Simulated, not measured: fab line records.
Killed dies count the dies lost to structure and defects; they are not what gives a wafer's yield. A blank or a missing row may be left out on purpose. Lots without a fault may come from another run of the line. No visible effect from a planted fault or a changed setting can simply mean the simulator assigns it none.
Struck lot and sound lot, side by side ; flow sky130 ; 44 out of 708 route steps
Sound: the wafers L823.1, L823.4, L823.5. Struck: wafers L838.1, L838.4, L838.6. Last of all comes the cause.
Per side, at each step with rows, come the tool, then ch with its chambers, and then its first start. Under that, the readings that differ: sound wafers ; struck wafers ; difference of the means ; sigmas: that difference in standard deviations of wafers without a fault.
alike: words and numbers the same on both sides, and readings whose means are apart by under 2 such deviations; not compared: readings that were withheld, readings missing a value for some wafer, numbers with overlapping values and no deviation given by the record, and bounds like >300 which may hide the same value.
A row with sigmas, a row that says differs or no value, or rows on one side alone: a step with any of these is where the two part. Non-overlapping numbers with no deviation appear without sigmas and do not part them. A reading that every wafer of one side lacks parts them only if that side has two wafers or more.

first, 1 step without rows for these wafers: SKY_SONOS_TUNNEL_DEVELOP_06 (develop time 60 s).
SKY_SONOS_TUNNEL_CD_MEAS_07: the cd target is 410 nm.
  struck on cd_sem-02, day 16 15:00; sound on cd_sem-01, day 11 11:39
reading;sound;struck;difference;sigmas
cd_nm (nm);408.3 406.7 405.3;412.6 412.4 412.1;+5.6;+3
SKY_SONOS_TUNNEL_OVL_MEAS_08:
  struck on overlay-01, day 16 15:07; sound on overlay-01, day 11 11:46
  alike: SONOS_TUNNEL_OVL
then, 3 steps without rows for these wafers: SKY_SONOS_TUNNEL_IMPLANT_09; SKY_SONOS_TUNNEL_WET_ETCH_10 (etches SiO2 in dHF, target depth 14 nm, time 280 s); SKY_SONOS_TUNNEL_STRIP_11 (strips in SPM, time 600 s).
SKY_SONOS_TUNNEL_TW_MEAS_12:
  struck on film_metro-04, day 16 15:35; sound on film_metro-01, day 11 12:13
reading;sound;struck;difference;sigmas
SONOS_TUNNEL_TW;194.3 194.8 194.9;199.9 200.7 200.1;+5.6;+2
then, 2 steps without rows for these wafers: SKY_SONOS_TUNNEL_CLEAN_13 (cleans in dHF, time 20 s); SKY_SONOS_ONO_OXIDATION_00 (stabilise 600 s, purge 300 s, target thk 2.6 nm).
SKY_SONOS_ONO_THK_MEAS_01:
  struck on film_metro-02, day 16 19:04; sound on film_metro-02, day 11 14:32
  alike: SONOS_ONO_OXIDATION_THK
then, 1 step without rows for these wafers: SKY_SONOS_ONO_CVD_02 (deposits Si3N4 from DCS/NH3, target thk 10.5 nm, time 180 s).
SKY_SONOS_ONO_THK_MEAS_03:
  struck on film_metro-02, day 16 20:40; sound on film_metro-02, day 11 16:05
  alike: SONOS_ONO_CVD_02_THK
SKY_SONOS_ONO_CVD_04: deposits SiO2 from SiH4/N2O, target thk 5.7199 nm.
  sound on lpcvd-03 ch 0, day 11 16:09; struck on lpcvd-03 ch 1, day 16 20:43
reading;sound;struck;difference;sigmas
spike_tc_centre_C (C);900.4 899.0 901.3;917.3 918.7 918.1;+17.8;+18
spike_tc_lower_C (C);899.8 900.8 899.2;897.7 896.4 898.5;-2.4;-3
zone_power_centre_pct (%);20.3 20.6 20.5;27.1 26.9 27.0;+6.5;+19
zone_power_upper_pct (%);17.15 17.39 17.55;14.09 14.08 14.14;-3.26;-18
model.SiO2_of_SONOS_ONO_CVD_04.thk_nm (nm);5.712 5.749 5.72;6.283 5.798 5.803;+0.234;
  alike: spike_tc_bottom_C
SKY_SONOS_ONO_THK_MEAS_05:
  struck on film_metro-02, day 16 22:35; sound on film_metro-03, day 11 18:01
  alike: SONOS_ONO_CVD_04_THK
then, 7 steps without rows for these wafers: SKY_SONOS_ONO_DEHYDRATE_06 (time 60 s); SKY_SONOS_ONO_HMDS_07 (prime time 60 s); SKY_SONOS_ONO_COAT_08 (resist thk 1140 nm); SKY_SONOS_ONO_SOFTBAKE_09 (time 60 s); SKY_SONOS_ONO_EXPOSE_10 (exposes mask ONOM, target cd 410 nm); SKY_SONOS_ONO_PEB_11; SKY_SONOS_ONO_DEVELOP_12 (develop time 60 s).
SKY_SONOS_ONO_CD_MEAS_13: the cd target is 410 nm.
  struck on cd_sem-02, day 18 02:45; sound on cd_sem-01, day 12 17:42
  alike: cd_nm
SKY_SONOS_ONO_OVL_MEAS_14:
  struck on overlay-02, day 18 02:52; sound on overlay-01, day 12 17:49
  alike: SONOS_ONO_OVL
SKY_SONOS_ONO_ETCH_15: etches the open film in CHF3/O2, target depth 19.52 nm, time 7.8 s.
  sound on rie_diel-02 ch 0,2,3, day 12 17:51; struck on rie_diel-03 ch 0,3, day 18 02:54
  alike: drypump_motor_current_A, oes_product_au, throttle_valve_pct
  not compared: rf_hours_counter_h
then, 1 step without rows for these wafers: SKY_SONOS_ONO_WET_ETCH_16 (etches SiO2 in dHF, target depth 14 nm, time 280 s).
SKY_SONOS_ONO_STRIP_17: strips in O2/N2.
  sound on plasma_asher-04 ch 0,1, day 12 17:58; struck on plasma_asher-01 ch 0,1, day 18 03:01
  alike: drypump_motor_current_A, oes_product_au, strip_time_to_endpoint_s
  not compared: rf_hours_counter_h
then, 3 steps without rows for these wafers: SKY_SONOS_ONO_WET_ETCH_18 (etches Si3N4 in H3PO4, target depth 15 nm, time 172 s); SKY_GATE_OXIDE_CLEAN_00 (cleans in SC1/SC2, time 150 s); SKY_GATE_OXIDE_OXIDATION_01 (stabilise 600 s, purge 300 s, target thk 10.268 nm).
SKY_GATE_OXIDE_THK_MEAS_02:
  struck on film_metro-03, day 18 05:45; sound on film_metro-03, day 12 20:19
  alike: GATE_OXIDE_OXIDATION_00_THK
then, 7 steps without rows for these wafers: SKY_GATE_OXIDE_DEHYDRATE_03 (time 60 s); SKY_GATE_OXIDE_HMDS_04 (prime time 60 s); SKY_GATE_OXIDE_COAT_05 (resist thk 1140 nm); SKY_GATE_OXIDE_SOFTBAKE_06 (time 60 s); SKY_GATE_OXIDE_EXPOSE_07 (exposes mask LVOM, target cd 600 nm); SKY_GATE_OXIDE_PEB_08; SKY_GATE_OXIDE_DEVELOP_09 (develop time 60 s).
SKY_GATE_OXIDE_OVL_MEAS_10:
  struck on overlay-01, day 19 08:42; sound on overlay-02, day 13 20:24
  alike: GATE_OXIDE_OVL
then, 2 steps without rows for these wafers: SKY_GATE_OXIDE_IMPLANT_11; SKY_GATE_OXIDE_WET_ETCH_12 (etches SiO2 in dHF, target depth 16.8 nm, time 336 s).
SKY_GATE_OXIDE_STRIP_13: strips in O2/N2.
  sound on plasma_asher-01 ch 0,1, day 13 20:43; struck on plasma_asher-02 ch 0, day 19 08:59
  alike: drypump_motor_current_A, oes_product_au, strip_time_to_endpoint_s
  not compared: rf_hours_counter_h
SKY_GATE_OXIDE_TW_MEAS_14:
  struck on film_metro-03, day 19 09:05; sound on film_metro-04, day 13 20:49
  alike: GATE_OXIDE_TW
SKY_GATE_OXIDE_CLEAN_15: cleans in SC1/SC2, time 150 s.
  sound on wet_bench-04 ch 2, day 13 20:52; struck on wet_bench-04 ch 0, day 19 09:09
reading;sound;struck;difference;sigmas
model.SiO2_of_SONOS_ONO_CVD_04.thk_nm (nm);4.189 4.226 4.195;4.778 4.297 4.298;+0.254;
  alike: temp_c
-- the record jumps here: 30 days lie between the struck wafers' starts before and after (it left off in module GATE_OXIDE and takes up again in module PAD_OPEN, whose first step shown is number 708 of the route) --
SKY_PAD_OPEN_PROBE_99:
  struck on prober-01, day 49 09:28; sound on prober-02, day 45 16:25
reading;sound;struck;difference;sigmas
model.etest.cap_ono.gate_log10_a_cm2;-8.007 -8.098 -8.042;-8.69 -8.183 -8.123;-0.28;
  alike: killed_at_M0_to_M3, killed_at_M4_up, killed_at_contacts, killed_at_front_end, killed_at_other, killed_dies, killed_open, killed_short
  not compared: model.etest.cap_ono.tox_acc_nm, model.etest.sonos_programmed.vt_v, model.etest.sonos_baked.vt_v

WHERE THEY PART
At SKY_SONOS_TUNNEL_CD_MEAS_07 first; at SKY_SONOS_ONO_CVD_04 last (within this record only). Later steps at which nothing parts them and some readings are alike: SKY_SONOS_ONO_THK_MEAS_05, SKY_SONOS_ONO_CD_MEAS_13, SKY_SONOS_ONO_OVL_MEAS_14, SKY_SONOS_ONO_ETCH_15, SKY_SONOS_ONO_STRIP_17, SKY_GATE_OXIDE_THK_MEAS_02, SKY_GATE_OXIDE_OVL_MEAS_10, SKY_GATE_OXIDE_STRIP_13, SKY_GATE_OXIDE_TW_MEAS_14, SKY_GATE_OXIDE_CLEAN_15, SKY_PAD_OPEN_PROBE_99.

WHY: whatever the simulator had introduced
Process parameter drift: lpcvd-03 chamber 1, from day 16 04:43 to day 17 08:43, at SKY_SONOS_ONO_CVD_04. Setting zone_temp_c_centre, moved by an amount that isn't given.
